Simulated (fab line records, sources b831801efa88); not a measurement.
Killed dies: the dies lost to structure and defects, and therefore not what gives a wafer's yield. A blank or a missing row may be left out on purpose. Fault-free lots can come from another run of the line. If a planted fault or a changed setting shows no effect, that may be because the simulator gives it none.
fab line records | flow gf180mcu
record lots=7 | wafers=21 | last-day=34
route steps=602 shown MIM@510
lots that met no fault: taken from a fault-free run of the same line
start-h: start of the lot's first displayed wafer, in hours after the record's first day | wait-h: hours from the lot's prior step to this one | " as in the row above | L1.1+2: several wafers, shown together as one row | - no value, or no start was given | * or withheld: withheld | < > ~ a bound
route shown NAME@n: a module of which the file shows steps, and the number in the route of the first | usual: mean and standard deviation over wafers with no fault | same: alike in all rows | chamber/n: place in a boat | sites: the reading at each site | _std_site: their standard deviation | _edge_site: mean of outer sites minus mean of inner sites | radius-mm: for every site, how far away it sits from the centre of the wafer | mask NAME#n: copy n | behind: the tool/chamber that last shaped the wafer | hold: cause of the lot's hold/its duration in hours/its outcome | device: which transistor (n, p or np) failed to switch | end of line: tests of these same wafers at the route's end | a step without rows: its recipe alone | killed: dies lost to structure and defects at the first sort, not the wafer's yield | map: shows each die of a wafer: x if killed, . if not, _ if none is there
set.NAME: the setting as run; set.NAME@STEP: as run at that earlier step | model.NAME: the simulator's own value behind a step, which no gauge read
lots at selected steps of the route; one table per step, one row per wafer
services: the hour from which a tool's chamber was out of use, counted from the record's first day as start-h (under 0 if before that day), plus the number of hours and why
## steps
# step GF_MIM_SPUTTER_07
# recipe material=TiN | target-thk-nm=60 | power-w=6500 | time-s=50 | chamber-pressure-pa=0.4
# usual throttle-valve-pct=30.1/0.92
lot.wafer | tool           | chamber | start-h | wait-h | throttle-valve-pct
L701.3    | pvd-sputter-01 | -       | 624.42  | 0.0    | 29.1
L701.4    | "              | -       | "       | "      | 29.6
L701.5    | "              | -       | "       | "      | 31.5
L707.1    | pvd-sputter-01 | -       | 671.00  | 0.1    | 29.3
L707.3    | "              | -       | "       | "      | 31.7
L707.5    | "              | -       | "       | "      | 29.0
L708.2    | pvd-sputter-04 | -       | 678.57  | 0.0    | 29.6
L708.4    | "              | -       | "       | "      | 31.7
L708.6    | "              | -       | "       | "      | 31.7
L709.1    | pvd-sputter-02 | -       | 681.06  | 0.1    | 31.0
L709.3    | "              | -       | "       | "      | 30.2
L709.6    | "              | -       | "       | "      | 29.9
L715.1    | pvd-sputter-01 | -       | 716.35  | 0.1    | 31.6
L715.3    | "              | -       | "       | "      | 29.3
L715.6    | "              | -       | "       | "      | 29.6
L716.1    | pvd-sputter-01 | -       | 725.73  | 0.1    | 28.9
L716.3    | "              | -       | "       | "      | 31.8
L716.6    | "              | -       | "       | "      | 29.3
L717.1    | pvd-sputter-01 | -       | 727.01  | 0.1    | 29.0
L717.2    | "              | -       | "       | "      | 31.6
L717.6    | "              | -       | "       | "      | 31.5
# step GF_MIM_SPUTTER_08
# recipe material=AlCu | target-thk-nm=200 | power-w=10600 | time-s=10.6 | chamber-pressure-pa=0.4
# usual throttle-valve-pct=30.2/0.92
lot.wafer | tool           | chamber | start-h | wait-h | throttle-valve-pct
L701.3    | pvd-sputter-01 | -       | 624.47  | 0.0    | 29.3
L701.4    | "              | -       | "       | "      | 29.5
L701.5    | "              | -       | "       | "      | 31.6
L707.1    | pvd-sputter-01 | -       | 671.05  | 0.0    | 29.5
L707.3    | "              | -       | "       | "      | 31.8
L707.5    | "              | -       | "       | "      | 28.9
L708.2    | pvd-sputter-04 | -       | 678.62  | 0.0    | 29.4
L708.4    | "              | -       | "       | "      | 31.7
L708.6    | "              | -       | "       | "      | 31.9
L709.1    | pvd-sputter-02 | -       | 681.11  | 0.0    | 31.1
L709.3    | "              | -       | "       | "      | 30.5
L709.6    | "              | -       | "       | "      | 29.6
L715.1    | pvd-sputter-01 | -       | 716.39  | 0.0    | 31.7
L715.3    | "              | -       | "       | "      | 29.2
L715.6    | "              | -       | "       | "      | 29.4
L716.1    | pvd-sputter-01 | -       | 725.77  | 0.0    | 29.0
L716.3    | "              | -       | "       | "      | 31.4
L716.6    | "              | -       | "       | "      | 29.5
L717.1    | pvd-sputter-01 | -       | 727.05  | 0.0    | 29.2
L717.2    | "              | -       | "       | "      | 31.6
L717.6    | "              | -       | "       | "      | 31.5
# step GF_MIM_SPUTTER_09
# recipe material=TiN | target-thk-nm=35 | power-w=6500 | time-s=29.2 | chamber-pressure-pa=0.4
# usual throttle-valve-pct=30.2/0.94
lot.wafer | tool           | chamber | start-h | wait-h | throttle-valve-pct
L701.3    | pvd-sputter-01 | -       | 624.49  | 0.0    | 29.3
L701.4    | "              | -       | "       | "      | 29.6
L701.5    | "              | -       | "       | "      | 32.0
L707.1    | pvd-sputter-01 | -       | 671.07  | 0.0    | 29.5
L707.3    | "              | -       | "       | "      | 31.7
L707.5    | "              | -       | "       | "      | 29.3
L708.2    | pvd-sputter-04 | -       | 678.64  | 0.0    | 29.7
L708.4    | "              | -       | "       | "      | 32.0
L708.6    | "              | -       | "       | "      | 31.6
L709.1    | pvd-sputter-02 | -       | 681.14  | 0.0    | 30.9
L709.3    | "              | -       | "       | "      | 30.2
L709.6    | "              | -       | "       | "      | 30.1
L715.1    | pvd-sputter-01 | -       | 716.42  | 0.0    | 31.5
L715.3    | "              | -       | "       | "      | 29.0
L715.6    | "              | -       | "       | "      | 29.5
L716.1    | pvd-sputter-01 | -       | 725.80  | 0.0    | 29.0
L716.3    | "              | -       | "       | "      | 31.4
L716.6    | "              | -       | "       | "      | 29.4
L717.1    | pvd-sputter-01 | -       | 727.08  | 0.0    | 29.0
L717.2    | "              | -       | "       | "      | 31.4
L717.6    | "              | -       | "       | "      | 31.6
# step GF_MIM_RS_MEAS_10
# recipe thk-meas-gauge=four-point-probe | reads=TiN_of_MIM_SPUTTER_09+AlCu_of_MIM_SPUTTER_08+TiN_of_MIM_SPUTTER_07
# usual MIM_ALCU_RS=0.1599/0.0017
lot.wafer | tool          | chamber | start-h | wait-h | MIM_ALCU_RS[ohm/sq]
L701.3    | film-metro-03 | -       | 624.56  | 0.1    | 0.1590
L701.4    | "             | -       | "       | "      | 0.1568
L701.5    | "             | -       | "       | "      | 0.1597
L707.1    | film-metro-03 | -       | 671.10  | 0.0    | 0.1569
L707.3    | "             | -       | "       | "      | 0.1588
L707.5    | "             | -       | "       | "      | 0.1592
L708.2    | film-metro-03 | -       | 678.69  | 0.0    | 0.1611
L708.4    | "             | -       | "       | "      | 0.1615
L708.6    | "             | -       | "       | "      | 0.1614
L709.1    | film-metro-01 | -       | 681.18  | 0.0    | 0.1614
L709.3    | "             | -       | "       | "      | 0.1587
L709.6    | "             | -       | "       | "      | 0.1589
L715.1    | film-metro-03 | -       | 716.45  | 0.0    | 0.1589
L715.3    | "             | -       | "       | "      | 0.1596
L715.6    | "             | -       | "       | "      | 0.1572
L716.1    | film-metro-03 | -       | 725.83  | 0.0    | 0.1575
L716.3    | "             | -       | "       | "      | 0.1561
L716.6    | "             | -       | "       | "      | 0.1567
L717.1    | film-metro-04 | -       | 727.11  | 0.0    | 0.1602
L717.2    | "             | -       | "       | "      | 0.1609
L717.6    | "             | -       | "       | "      | 0.1613
# step GF_MIM_THK_MEAS_11
# recipe thk-meas-gauge=xrf | reads=AlCu_of_MIM_SPUTTER_08
# usual MIM_ALCU_THK=198.0/2.1
lot.wafer | tool          | chamber | start-h | wait-h | MIM_ALCU_THK[nm]
L701.3    | film-metro-03 | -       | 624.66  | 0.1    | 198.6
L701.4    | "             | -       | "       | "      | 201.3
L701.5    | "             | -       | "       | "      | 199.4
L707.1    | film-metro-03 | -       | 671.22  | 0.1    | 201.1
L707.3    | "             | -       | "       | "      | 199.2
L707.5    | "             | -       | "       | "      | 199.2
L708.2    | film-metro-03 | -       | 678.80  | 0.1    | 197.0
L708.4    | "             | -       | "       | "      | 197.3
L708.6    | "             | -       | "       | "      | 197.0
L709.1    | film-metro-01 | -       | 681.30  | 0.1    | 195.2
L709.3    | "             | -       | "       | "      | 199.2
L709.6    | "             | -       | "       | "      | 199.8
L715.1    | film-metro-03 | -       | 716.57  | 0.1    | 199.6
L715.3    | "             | -       | "       | "      | 198.0
L715.6    | "             | -       | "       | "      | 201.4
L716.1    | film-metro-03 | -       | 725.95  | 0.1    | 200.5
L716.3    | "             | -       | "       | "      | 202.2
L716.6    | "             | -       | "       | "      | 201.5
L717.1    | film-metro-04 | -       | 727.23  | 0.1    | 198.8
L717.2    | "             | -       | "       | "      | 198.7
L717.6    | "             | -       | "       | "      | 198.3
# step GF_MIM_DEHYDRATE_12
# recipe temp-c=200 | time-s=60
# step GF_MIM_HMDS_13
# recipe prime-time-s=60 | prime-temp-c=120
# step GF_MIM_COAT_14
# recipe resist=NOVOLAK | spin-rpm=3000 | resist-thk-nm=1000
# step GF_MIM_SOFTBAKE_15
# recipe temp-c=90 | time-s=60 | resist=NOVOLAK
# step GF_MIM_EXPOSE_16
# recipe mask-id=FuseTop | target-cd-nm=2000 | na=0.6 | source-shape=conventional | sigma-outer=0.6 | dose-mj=140
# step GF_MIM_PEB_17
# recipe temp-c=withheld | time-s=* | resist=NOVOLAK
# step GF_MIM_DEVELOP_18
# recipe develop-time-s=60 | dev-temp-c=23
# step GF_MIM_METAL_ETCH_19
# recipe chemistry=Cl2/BCl3 | mask-material=NOVOLAK | stop-on=Si3N4 | target-depth-nm=324.5 | pressure-mtorr=8 | icp-w=800 | bias-w=140 | Cl2_flow_sccm=80 | bcl3-flow-sccm=40 | time-s=54.1
# usual bcl3-flow-sccm=39.98/0.1 | bias-w=140.0/0.43 | drypump-motor-current-A=6.0/0.43 | mfc-cl2-sccm=79.97/0.24 | oes-product-au=0.942/0.0059 | throttle-valve-pct=28.283/0.011
lot.wafer | tool         | chamber | start-h | wait-h | bcl3-flow-sccm | bias-w | drypump-motor-current-A | mfc-cl2-sccm | oes-product-au | rf-hours-counter-h | throttle-valve-pct | model.NOVOLAK_of_MIM_COAT_14.thk-nm
L701.3    | rie-metal-02 | 0       | 644.33  | 0.1    | 40.04          | 140.5  | 5.5                     | 79.79        | 0.941          | -                  | 28.287             | 866.1
L701.4    | "            | 1       | "       | "      | 39.99          | 140.3  | 5.7                     | 79.73        | 0.944          | -                  | 28.297             | 872.8
L701.5    | "            | 1       | "       | "      | 40.06          | 140.2  | 5.6                     | 80.13        | 0.942          | -                  | 28.284             | 872.1
L707.1    | rie-metal-02 | 0       | 689.99  | 0.1    | 40.06          | 140.6  | 5.4                     | 80.22        | 0.957          | 11                 | 28.284             | 867.1
L707.3    | "            | 1       | "       | "      | 39.95          | 140.1  | 5.7                     | 79.93        | 0.944          | -                  | 28.264             | 867.1
L707.5    | "            | 0       | "       | "      | 39.97          | 139.9  | 5.4                     | 79.86        | 0.943          | -                  | 28.289             | 865.6
L708.2    | rie-metal-04 | 0       | 697.89  | 0.1    | 39.96          | 140.2  | 6.1                     | 79.85        | 0.949          | 10                 | 28.290             | 873.3
L708.4    | "            | 1       | "       | "      | 40.01          | 139.8  | 6.3                     | 80.11        | 0.937          | -                  | 28.291             | 874.5
L708.6    | "            | 1       | "       | "      | 39.87          | 140.6  | 6.3                     | 79.96        | 0.942          | -                  | 28.282             | 877.3
L709.1    | rie-metal-02 | 1       | 700.44  | 0.1    | 39.94          | 139.2  | 5.6                     | 79.84        | 0.938          | 14                 | 28.284             | 877.4
L709.3    | "            | 1       | "       | "      | 40.10          | 139.9  | 5.6                     | 80.26        | 0.947          | -                  | 28.277             | 875.3
L709.6    | "            | 0       | "       | "      | 39.89          | 140.1  | 5.4                     | 79.82        | 0.948          | -                  | 28.274             | 874.1
L715.1    | rie-metal-02 | 1       | 733.69  | 0.1    | -              | -      | -                       | -            | -              | -                  | -                  | 1008
L715.3    | "            | 1       | "       | "      | -              | -      | -                       | -            | -              | -                  | -                  | 1003
L715.6    | "            | 1       | "       | "      | -              | -      | -                       | -            | -              | -                  | -                  | 1007
L716.1    | rie-metal-02 | 0       | 742.91  | 0.1    | -              | -      | -                       | -            | -              | -                  | -                  | 998.8
L716.3    | "            | 1       | "       | "      | -              | -      | -                       | -            | -              | -                  | -                  | 1000
L716.6    | "            | 0       | "       | "      | -              | -      | -                       | -            | -              | -                  | -                  | 1001
L717.1    | rie-metal-04 | 0       | 744.79  | 0.1    | -              | -      | -                       | -            | -              | -                  | -                  | 1004
L717.2    | "            | 1       | "       | "      | -              | -      | -                       | -            | -              | -                  | -                  | 1000
L717.6    | "            | 0       | "       | "      | -              | -      | -                       | -            | -              | -                  | -                  | 1002
# step GF_MIM_STRIP_20
# recipe chemistry=O2/N2 | power-w=1400 | pressure-mtorr=1500 | platen-temp-c=250 | o2-flow-sccm=3000 | n2-flow-sccm=300 | overash-fraction=0.5
# usual drypump-motor-current-A=5.7/0.53 | heater-power-w=340/16 | oes-product-au=0.692/0.0046 | platen-temp-c=249.97/0.17 | strip-time-to-endpoint-s=11.24/0.037
lot.wafer | tool            | chamber | start-h | wait-h | drypump-motor-current-A | heater-power-w | oes-product-au | platen-temp-c | rf-hours-counter-h | strip-time-to-endpoint-s
L701.3    | plasma-asher-03 | 0       | 644.41  | 0.1    | 5.9                     | 326            | 0.684          | 250.07        | -                  | 11.18
L701.4    | "               | 1       | "       | "      | 4.6                     | 365            | 0.690          | 249.79        | -                  | 11.26
L701.5    | "               | 1       | "       | "      | 4.6                     | 358            | 0.701          | 250.05        | -                  | 11.24
L707.1    | plasma-asher-04 | 0       | 690.06  | 0.0    | 5.8                     | 330            | 0.687          | 250.07        | 61                 | 11.18
L707.3    | "               | 0       | "       | "      | 5.8                     | 327            | 0.684          | 249.82        | -                  | 11.18
L707.5    | "               | 1       | "       | "      | 5.8                     | 355            | 0.682          | 250.02        | -                  | 11.18
L708.2    | plasma-asher-04 | 0       | 697.96  | 0.0    | 5.8                     | 332            | 0.706          | 249.72        | 61                 | 11.27
L708.4    | "               | 1       | "       | "      | 5.8                     | 357            | 0.698          | 250.15        | -                  | 11.26
L708.6    | "               | 1       | "       | "      | 5.8                     | 357            | 0.693          | 250.20        | -                  | 11.31
L709.1    | plasma-asher-04 | 0       | 700.51  | 0.0    | 5.8                     | 320            | 0.695          | 250.28        | 62                 | 11.31
L709.3    | "               | 1       | "       | "      | 5.8                     | 362            | 0.693          | 249.94        | -                  | 11.29
L709.6    | "               | 1       | "       | "      | 5.8                     | 347            | 0.691          | 249.72        | -                  | 11.27
L715.1    | plasma-asher-03 | 1       | 733.79  | 0.1    | 4.6                     | 346            | 0.709          | 249.88        | 92                 | 12.73
L715.3    | "               | 0       | "       | "      | 5.9                     | 324            | 0.715          | 250.03        | -                  | 12.68
L715.6    | "               | 1       | "       | "      | 4.6                     | 353            | 0.720          | 249.88        | -                  | 12.70
L716.1    | plasma-asher-04 | 1       | 742.98  | 0.0    | 5.8                     | 343            | 0.709          | 250.05        | 67                 | 12.60
L716.3    | "               | 1       | "       | "      | 5.8                     | 351            | 0.706          | 249.91        | -                  | 12.64
L716.6    | "               | 1       | "       | "      | 5.8                     | 345            | 0.716          | 249.97        | -                  | 12.65
L717.1    | plasma-asher-03 | 1       | 744.86  | 0.0    | 4.6                     | 359            | 0.719          | 249.99        | 93                 | 12.68
L717.2    | "               | 0       | "       | "      | 5.9                     | 330            | 0.709          | 250.16        | 93                 | 12.64
L717.6    | "               | 1       | "       | "      | 4.6                     | 360            | 0.712          | 249.96        | -                  | 12.66
# step GF_MIM_STRIP_21
# recipe chemistry=post-etch-residue-remover | time-s=1200 | temp-c=72.5
## services
tool            | chamber | start-h | hours | kind
pvd-sputter-02  | 3       | 611.24  | -     | consumable-replace:kit
pvd-sputter-02  | 3       | 611.24  | 18.0  | scheduled-down
pvd-sputter-02  | 3       | 611.24  | 18.0  | vent-cycle
pvd-sputter-02  | -       | 613.32  | 10.3  | repair
rie-metal-02    | -       | 631.76  | 0.8   | repair
pvd-sputter-01  | 3       | 639.15  | -     | consumable-replace:kit
pvd-sputter-01  | 3       | 639.15  | 18.0  | scheduled-down
pvd-sputter-01  | 3       | 639.15  | 18.0  | vent-cycle
pvd-sputter-04  | 3       | 642.09  | -     | consumable-replace:kit
pvd-sputter-04  | 3       | 642.09  | 18.0  | scheduled-down
pvd-sputter-04  | 3       | 642.09  | 18.0  | vent-cycle
pvd-sputter-04  | -       | 674.35  | 1.9   | repair
plasma-asher-03 | -       | 674.39  | 2.6   | repair
rie-metal-04    | 0       | 679.91  | 1.9   | repair
pvd-sputter-02  | 2       | 692.58  | -     | consumable-replace:kit
pvd-sputter-02  | 2       | 692.58  | 18.0  | scheduled-down
pvd-sputter-02  | 2       | 692.58  | 18.0  | vent-cycle
plasma-asher-03 | -       | 696.68  | 28.1  | pm
rie-metal-04    | -       | 703.88  | 4.2   | repair
rie-metal-02    | 1       | 709.41  | -     | clean
rie-metal-02    | 1       | 709.41  | 22.9  | scheduled-down
rie-metal-02    | 1       | 709.41  | 22.9  | vent-cycle
pvd-sputter-02  | -       | 721.68  | 2.7   | repair
pvd-sputter-04  | 2       | 739.70  | -     | consumable-replace:kit
## key
first-sign step=GF_MIM_METAL_ETCH_19 | reading=tool-record | direction=missing
effect step=GF_MIM_STRIP_20 | reading=strip-time-to-endpoint-s | direction=up | sigmas=38 | usual=* | struck=*
model-effect step=GF_MIM_METAL_ETCH_19 | value=NOVOLAK_of_MIM_COAT_14.thk-nm | without=874.2 | struck=1003
met-at GF_MIM_METAL_ETCH_19
struck-wafers L715.1,L715.3,L715.6,L716.1,L716.3,L716.6,L717.1,L717.2,L717.6
later-rows-left-out L715.1,L715.3,L715.6,L716.1,L716.3,L716.6,L717.1,L717.2,L717.6
sort-left-out L715.1,L715.3,L715.6,L716.1,L716.3,L716.6,L717.1,L717.2,L717.6
onset-between 700.44 733.69
fault kind=skipped-step-whole | tool=rie-metal-02,rie-metal-04 | chamber=- | onset-h=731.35 | steps=GF_MIM_METAL_ETCH_19 | scope=struck-lots-only
# sort-left-out: the simulated sort isn't trusted on such a fault, so these wafers' sort isn't shown, and their yield isn't known
# later-rows-left-out: the simulator's readings of these wafers behind a module that went badly wrong aren't trusted and aren't shown, but for the sort
